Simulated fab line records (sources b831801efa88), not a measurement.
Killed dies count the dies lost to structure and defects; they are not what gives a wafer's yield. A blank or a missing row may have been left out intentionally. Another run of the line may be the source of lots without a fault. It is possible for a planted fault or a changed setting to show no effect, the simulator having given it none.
Which tool is to blame? ; flow sky130 ; 33 wafers from 11 lots sampled at 5 of the route's 708 steps

== WHAT EACH GAUGE READ, for each wafer ==
SKY_VIA1_THK_MEAS_01. Usual: VIA1_HDPCVD_THK 1023 nm, standard deviation 9.6.
lot;measured;on;VIA1_HDPCVD_THK (nm);flag
L747;day 33 07:22;film_metro-02;999 1006 1011;
L748;day 33 21:38;film_metro-02;1031 1020 1023;
L749;day 34 03:17;film_metro-01;1006 1033 1003;
L752;day 34 23:44;film_metro-02;1032 1026 1019;
L753;day 35 20:25;film_metro-01;1036 1045 1035;
L756;day 36 09:35;film_metro-02;1018 1015 1338;OFF
L758;day 37 08:19;film_metro-04;1024 1325 1325;OFF
L764;day 38 06:13;film_metro-04;1040 1039 1026;
L767;day 39 09:04;film_metro-01;1023 1031 1020;
L769;day 39 12:01;film_metro-02;1030 1017 1039;
L770;day 40 05:16;film_metro-02;1010 1010 1020;

== TOOL THAT RAN EACH LOT (tool first, then ch and the chambers of the sampled wafers, then the start) ==
lot;SKY_CONTACT_STRIP_19;SKY_CONTACT_SPUTTER_23;SKY_METAL1_STRIP_20;SKY_VIA1_HDPCVD_00
L747;plasma_asher-04 ch 0,1, day 32 00:57;pvd_sputter-02, day 32 01:32;plasma_asher-03 ch 0,1, day 33 06:40;hdpcvd-02 ch 0,1,2, day 33 07:15
L748;plasma_asher-01 ch 0,1, day 32 17:00;pvd_sputter-02, day 32 17:36;plasma_asher-01 ch 0,1, day 33 20:54;hdpcvd-01 ch 0,1,2, day 33 21:32
L749;plasma_asher-02 ch 0,1, day 32 21:40;pvd_sputter-02, day 32 22:18;plasma_asher-01 ch 1, day 34 02:34;hdpcvd-02 ch 0,1, day 34 03:10
L752;plasma_asher-01 ch 0, day 33 18:48;pvd_sputter-03, day 33 19:23;plasma_asher-03 ch 0, day 34 23:02;hdpcvd-02 ch 0,2, day 34 23:38
L753;plasma_asher-04 ch 0,1, day 34 15:05;pvd_sputter-02, day 34 15:48;plasma_asher-02 ch 0,1, day 35 19:43;hdpcvd-02 ch 1,2, day 35 20:17
L756;plasma_asher-02 ch 0,1, day 35 04:03;pvd_sputter-02, day 35 04:40;plasma_asher-03 ch 0,1, day 36 08:52;hdpcvd-02 ch 1,2, day 36 09:25
L758;plasma_asher-04 ch 0,1, day 36 03:11;pvd_sputter-03, day 36 03:44;plasma_asher-03 ch 0,1, day 37 07:35;hdpcvd-02 ch 0,1,2, day 37 08:11
L764;plasma_asher-02 ch 0,1, day 37 01:12;pvd_sputter-04, day 37 01:47;plasma_asher-03 ch 0,1, day 38 05:28;hdpcvd-01 ch 0,2, day 38 06:07
L767;plasma_asher-01 ch 0,1, day 38 05:43;pvd_sputter-04, day 38 06:19;plasma_asher-03 ch 0,1, day 39 08:22;hdpcvd-01 ch 0,1,2, day 39 08:59
L769;plasma_asher-02 ch 0,1, day 38 09:06;pvd_sputter-03, day 38 09:44;plasma_asher-03 ch 0,1, day 39 11:18;hdpcvd-01 ch 0,1,2, day 39 11:54
L770;plasma_asher-02 ch 0,1, day 39 02:30;pvd_sputter-04, day 39 03:05;plasma_asher-03 ch 0,1, day 40 04:34;hdpcvd-01 ch 0,1,2, day 40 05:09
- SKY_CONTACT_STRIP_19: strips in O2/N2.
- SKY_CONTACT_SPUTTER_23: material TiN, target thk 20 nm, time 80 s.
- SKY_METAL1_STRIP_20: strips in O2/N2.
- SKY_VIA1_HDPCVD_00: deposits SiO2, target thk 1030 nm, time 171.7 s.

== AS READ BY THE TOOLS THEMSELVES (means over the sampled wafers that have a number; for cases with no such wafer, the mark the record gives instead) ==
SKY_CONTACT_STRIP_19. Usual: drypump_motor_current_A 5.6 A, standard deviation 0.37; oes_product_au 0.381 a.u., standard deviation 0.0045; strip_time_to_endpoint_s 3.618 s, standard deviation 0.023.
lot;tool;drypump_motor_current_A (A);oes_product_au (a.u.);strip_time_to_endpoint_s (s);flag
L747;plasma_asher-04;5.5;0.380;3.625;
L748;plasma_asher-01;5.4;0.380;3.656;
L749;plasma_asher-02;6.1;0.383;3.610;
L752;plasma_asher-01;5.4;0.381;3.643;
L753;plasma_asher-04;5.5;0.373;3.590;
L756;plasma_asher-02;5.7;0.382;3.631;
L758;plasma_asher-04;5.7;0.380;3.596;
L764;plasma_asher-02;5.7;0.382;3.634;
L767;plasma_asher-01;5.4;0.383;3.613;
L769;plasma_asher-02;6.1;0.380;3.632;
L770;plasma_asher-02;6.0;0.383;3.632;

SKY_CONTACT_SPUTTER_23. Usual: throttle_valve_pct at 30.0 %, with a standard deviation of 0.79.
lot;tool;throttle_valve_pct (%);flag
L747;pvd_sputter-02;29.4;
L748;pvd_sputter-02;29.6;
L749;pvd_sputter-02;29.6;
L752;pvd_sputter-03;30.7;
L753;pvd_sputter-02;29.7;
L756;pvd_sputter-02;29.7;
L758;pvd_sputter-03;30.3;
L764;pvd_sputter-04;29.8;
L767;pvd_sputter-04;29.9;
L769;pvd_sputter-03;30.4;
L770;pvd_sputter-04;29.8;

SKY_METAL1_STRIP_20. Usual: drypump_motor_current_A 5.4 A, standard deviation 0.32; oes_product_au 0.342 a.u., standard deviation 0.0044; strip_time_to_endpoint_s 2.68 s, standard deviation 0.035.
lot;tool;drypump_motor_current_A (A);oes_product_au (a.u.);strip_time_to_endpoint_s (s);flag
L747;plasma_asher-03;5.3;0.343;2.69;
L748;plasma_asher-01;5.3;0.341;2.67;
L749;plasma_asher-01;5.3;0.341;2.63;
L752;plasma_asher-03;5.3;0.339;2.65;
L753;plasma_asher-02;6.1;0.340;2.67;
L756;plasma_asher-03;5.3;0.340;2.65;
L758;plasma_asher-03;5.4;0.340;2.70;
L764;plasma_asher-03;5.4;0.342;2.66;
L767;plasma_asher-03;5.4;0.344;2.66;
L769;plasma_asher-03;5.4;0.341;2.69;
L770;plasma_asher-03;5.4;0.345;2.72;

== THE ANSWER, worked out from the rows above alone ==
Rule: take the mean of a lot's wafers that have a number; if it is more than 3 standard deviations from the usual mean, the lot is off. A lot without any number at a reading at which 4 lots or more have one is off too. Any other lot the step has rows for is counted as sound. First the gauges in route order, then the tools' own readings, where a lot's mean is used as printed above. The first step at which some lot is off is used, and at that step the reading that is off furthest; a lot without a number counts as furthest.
Off: L756, L758, at SKY_VIA1_THK_MEAS_01 (VIA1_HDPCVD_THK).
A tool fits if, at a process step before that reading, it ran every lot that is off, and no sound lot after the first of them. Those tools and the gauges at SKY_VIA1_THK_MEAS_01 are tried in the same way. One candidate fits, namely hdpcvd-02 at SKY_VIA1_HDPCVD_00. Its last sound lot is L753 (day 35 20:17), its first lot that is off L756 (day 36 09:25): a fault that began between those two fits.

== WHAT WAS PUT IN BY THE SIMULATOR ==
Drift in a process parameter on hdpcvd-02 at SKY_VIA1_HDPCVD_00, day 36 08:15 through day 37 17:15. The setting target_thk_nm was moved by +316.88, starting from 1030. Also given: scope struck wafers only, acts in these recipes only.
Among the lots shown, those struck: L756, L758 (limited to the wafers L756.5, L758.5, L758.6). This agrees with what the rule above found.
